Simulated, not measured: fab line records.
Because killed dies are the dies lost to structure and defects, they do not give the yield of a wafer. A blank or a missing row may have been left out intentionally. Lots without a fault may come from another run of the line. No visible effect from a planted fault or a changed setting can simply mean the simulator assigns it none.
Chamber matching	flow sky130	SKY_VIA3_ETCH_14 on rie_diel-02: 4 sister chambers
The step etches BARC in N2/H2, stops on SiO2, time 45.9 s, target depth 60 nm. 20 wafers are shown with their chamber, then 10 later ones without.

== WAFERS, EACH WITH ITS CHAMBER ==
wafer	chamber	throttle_valve_pct (%)	oes_product_au (a.u.)
L075.1	3	13.234	0.855
L075.3	1	13.228	0.855
L075.5	2	13.238	0.853
L078.2	2	13.216	0.860
L078.3	1	13.225	0.862
L078.4	0	13.220	0.854
L079.2	1	13.227	0.859
L079.4	0	13.239	0.846
L079.5	1	13.231	0.852
L080.2	2	13.224	0.855
L080.3	1	13.226	0.856
L080.4	0	13.222	0.856
L081.2	1	13.223	0.853
L081.3	0	13.218	0.864
L081.6	2	13.227	0.860
L085.1	3	13.214	0.853
L085.4	2	13.218	0.853
L085.6	0	13.229	0.855
L086.1	2	13.219	0.852
L086.2	3	13.201	0.854

SIGNATURES, as means of the wafers listed above
reading	chamber 0	chamber 1	chamber 2	chamber 3	scatter within a chamber
throttle_valve_pct	13.22560	13.22667	13.22367	13.21633	0.00871
oes_product_au	0.85500	0.85617	0.85550	0.85400	0.00435
Rule: for each reading, subtract the chamber's mean from the wafer's reading, divide by that reading's scatter and square the result; add these up over the readings and take the root, which gives the wafer's distance from the chamber. If the next closest chamber is less than 2 further off than the closest, the wafer can't be placed; otherwise it belongs to the closest. The scatter: the root of (the sum of the squares of (reading less its chamber's mean) over the shown wafers, divided by (wafers less chambers)).

== WAFERS WITH NO CHAMBER GIVEN ==
wafer	throttle_valve_pct (%)	oes_product_au (a.u.)
L086.6	13.235	0.848
L090.1	13.219	0.852
L090.3	13.245	0.855
L090.5	13.227	0.855
L096.1	13.227	0.854
L096.2	13.218	0.859
L096.3	13.230	0.850
L097.1	13.225	0.861
L097.2	13.217	0.854
L097.5	13.237	0.864

== WHICH CHAMBER EACH WENT THROUGH ==
wafer	from the rows above	in truth
L086.6	can't be placed: 0 or 1 or 2 or 3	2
L090.1	can't be placed: 3 or 2 or 0 or 1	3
L090.3	can't be placed: 1 or 0 or 2 or 3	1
L090.5	can't be placed: 0 or 1 or 2 or 3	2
L096.1	can't be placed: 0 or 1 or 2 or 3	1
L096.2	can't be placed: 2 or 3 or 1 or 0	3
L096.3	can't be placed: 0 or 2 or 1 or 3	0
L097.1	can't be placed: 1 or 2 or 0 or 3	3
L097.2	can't be placed: 3 or 2 or 0 or 1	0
L097.5	can't be placed: 1 or 0 or 2 or 3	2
Correct placement for 0 of the 10. Unplaceable from these rows: 10, with the true chamber sitting among the candidates in 10. Number placed wrongly: 0.
